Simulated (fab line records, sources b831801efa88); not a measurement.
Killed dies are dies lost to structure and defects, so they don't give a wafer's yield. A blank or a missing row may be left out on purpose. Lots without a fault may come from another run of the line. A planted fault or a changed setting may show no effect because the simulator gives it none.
Tool commonality check | flow gf180mcu | 12 lots, 36 wafers sampled

WHY IT WAS OPENED
At GF_V1_RS_MEAS_24 the reading V1_W_RS is flagged on 2 of 12 lots. Wafers without a fault read 0.323 ohm/sq, standard deviation 0.0044.
Rule: a lot is flagged when every wafer of it that has a number lies more than 4 standard deviations from that mean, or none has a number. The other lots count as sound.

lot  | measured     | on            | V1_W_RS (ohm/sq), wafer by wafer | flag
L921 | day 18 04:49 | film_metro-04 | 0.326 0.326 0.326                |
L920 | day 18 05:39 | film_metro-02 | 0.323 0.316 0.313                |
L931 | day 22 11:29 | film_metro-04 | 44.639 45.123 44.333             | FLAGGED
L930 | day 22 15:08 | film_metro-02 | 42.890 43.028 42.941             | FLAGGED
L933 | day 23 04:31 | film_metro-03 | 0.324 0.324 0.321                |
L936 | day 23 17:40 | film_metro-04 | 0.324 0.324 0.324                |
L938 | day 24 13:07 | film_metro-04 | 0.322 0.329 0.325                |
L939 | day 25 04:02 | film_metro-03 | 0.324 0.323 0.330                |
L940 | day 25 12:41 | film_metro-03 | 0.328 0.329 0.319                |
L942 | day 25 22:16 | film_metro-02 | 0.322 0.317 0.321                |
L941 | day 25 23:42 | film_metro-04 | 0.321 0.325 0.326                |
L943 | day 26 18:53 | film_metro-02 | 0.328 0.329 0.326                |
The numbers of the flagged lots are 43.826 ohm/sq on average: +43.503 ohm/sq against the usual, or +99 or more standard deviations.

WHICH TOOL RAN EACH LOT
The record holds 1 process step before the reading, out of a route of 602 steps. In each cell: the tool, then ch and the chambers that the sampled wafers went through, then the start.
lot  | flag    | GF_V1_CVD_23
L921 |         | cvd_w-01 ch 0, day 18 04:37
L920 |         | cvd_w-02 ch 0,1, day 18 05:32
L931 | FLAGGED | cvd_w-01 ch 0,1, day 22 11:20
L930 | FLAGGED | cvd_w-01 ch 0,1, day 22 15:01
L933 |         | cvd_w-01 ch 0,1, day 23 04:24
L936 |         | cvd_w-01 ch 1, day 23 17:22
L938 |         | cvd_w-01 ch 0,1, day 24 13:00
L939 |         | cvd_w-01 ch 0,1, day 25 03:55
L940 |         | cvd_w-01 ch 0,1, day 25 12:34
L942 |         | cvd_w-02 ch 0,1, day 25 22:09
L941 |         | cvd_w-01 ch 0,1, day 25 23:34
L943 |         | cvd_w-01 ch 1, day 26 18:46
What these steps do:
- GF_V1_CVD_23: deposits W, target thk 350 nm, time 105.05 s.
- GF_V1_RS_MEAS_24: measures by four-point-probe.

FLAGGED OVER TOTAL, TOOL BY TOOL (the gauges that took the reading come last)
step             | tool          | lots run | flagged | share of the flagged lots | sound lots run after its first flagged lot
GF_V1_CVD_23     | cvd_w-01      | 10       | 2       | all                       | 7 (L933,L936,L938,L939,L940,L941,L943)
GF_V1_CVD_23     | cvd_w-02      | 2        | 0       | none                      | -
GF_V1_RS_MEAS_24 | film_metro-02 | 4        | 1       | some                      | 2 (L942,L943)
GF_V1_RS_MEAS_24 | film_metro-03 | 3        | 0       | none                      | -
GF_V1_RS_MEAS_24 | film_metro-04 | 5        | 1       | some                      | 3 (L936,L938,L941)

WHAT THE TABLE ALLOWS
1 row of the table ran every flagged lot: cvd_w-01 at GF_V1_CVD_23.
- cvd_w-01 at GF_V1_CVD_23: 2 of its 10 lots flagged. Sound lots ran on it after the first flagged one (L933, L936, L938, L939, L940, L941, L943), which a lasting fault on the whole tool wouldn't allow. On the flagged lots its readings are blank where sound lots have values: chamber_pressure_Torr, heater_power_outer_w, heater_power_w.
No row of the table ran every flagged lot and no sound lot after the first.

WHAT THE SIMULATOR HAD PUT IN
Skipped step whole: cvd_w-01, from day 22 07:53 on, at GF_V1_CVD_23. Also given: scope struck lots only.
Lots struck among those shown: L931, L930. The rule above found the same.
